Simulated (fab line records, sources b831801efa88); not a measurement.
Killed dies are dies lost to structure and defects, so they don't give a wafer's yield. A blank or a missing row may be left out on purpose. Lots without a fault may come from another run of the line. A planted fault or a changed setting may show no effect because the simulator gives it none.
Problem report in the 8D (eight disciplines) form, filled by code | flow sfq_line | the parts of the form that need people (team, actions taken, sign-off) are left out

1. THE PROBLEM
run_length_s at SFQ_TRILAYER_I4_VIA_BARC_OPEN_VIA_ETCH_146 reads a mean of 67.0 s on 2 wafers of 2 lots; wafers without a fault read 70.1 s with a standard deviation of 0.34. That is -9.0 standard deviations from the usual mean.
The step: etches BARC in O2, target depth 125 nm, time 41.7 s.
First seen on wafer L975.3, day 61 09:48, on rie_diel-02. The record holds 42 wafers of 14 lots with a number at this step. Rule for "out", or "out of limits": more than 4 standard deviations from the usual mean. The other wafers with a number count as sound.

2. WHAT IT IS AND WHAT IT IS NOT
question                    | is                           | is not
which readings at this step | run_length_s, oes_product_au | drypump_motor_current_A
which lots                  | L975, L978                   | L957, L958, L959, L960, L961, L962, L963, L964, L965, L966, L967, L980
which wafers of those lots  | L975.3, L978.4               | L975.1, L975.5, L978.2, L978.6
read on which tools         | rie_diel-02                  | rie_diel-01, rie_diel-03
when                        | from day 61 09:48            | up to then (35 sound wafers); but 5 sound wafers of L978, L980 came after

3. SUSPECTS, AND WHAT RULES EACH OUT
Counting: a tool at a process step up to the reading stays a suspect if it ran every lot that is out. Sound lots after the first of them don't rule it out here, since some wafers of a struck lot are sound.
- rie_diel-02 at SFQ_TRILAYER_I4_VIA_BARC_OPEN_VIA_ETCH_146 (etches BARC in O2, target depth 125 nm, time 41.7 s): kept. It ran every lot that is out, first L975 (day 61 09:48); its last sound lot up to then is L966 (day 54 10:52). Its own readings are out on those wafers: oes_product_au, run_length_s.
Left after counting: rie_diel-02 at SFQ_TRILAYER_I4_VIA_BARC_OPEN_VIA_ETCH_146.

4. THE CAUSE (what the simulator had put in)
Process parameter drift: rie_diel-02, from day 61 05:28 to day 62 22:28, at SFQ_TRILAYER_I4_VIA_BARC_OPEN_VIA_ETCH_146. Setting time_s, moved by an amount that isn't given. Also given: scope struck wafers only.
Counting left only this tool.

5. THE CHAIN OF EFFECTS, in route order
Each row: a reading whose mean over the struck wafers that have a number lies more than 3 standard deviations from the usual. Only readings for which the record gives a usual standard deviation are gone through. hours: the time from each lot's start at the first step in this table that gives one to its start at this step, as a median over the lots. sigmas: the change in usual standard deviations.
hours | step                                       | reading        | usual      | on struck wafers | change | sigmas
0     | SFQ_TRILAYER_I4_VIA_BARC_OPEN_VIA_ETCH_146 | oes_product_au | 0.685 a.u. | 0.712            | +0.027 | +5.6
0     | SFQ_TRILAYER_I4_VIA_BARC_OPEN_VIA_ETCH_146 | run_length_s   | 70.1 s     | 67.0             | -3.0   | -9.0
The process steps in it:
- SFQ_TRILAYER_I4_VIA_BARC_OPEN_VIA_ETCH_146: etches BARC in O2, target depth 125 nm, time 41.7 s.
Readings that are blank on the struck wafers while sound wafers have them: rf_fwd_power_W at SFQ_TRILAYER_I4_VIA_BARC_OPEN_VIA_ETCH_146.
Later measuring or inspecting steps at which every struck wafer that the step has a row for has a number for every such reading, and none has moved that far: SFQ_I7_BOW_MEAS_946.

6. WHAT WOULD HAVE CAUGHT IT SOONER
In this record the first reading out of limits was taken at day 61 09:48, 4 hours after the fault began at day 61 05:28.
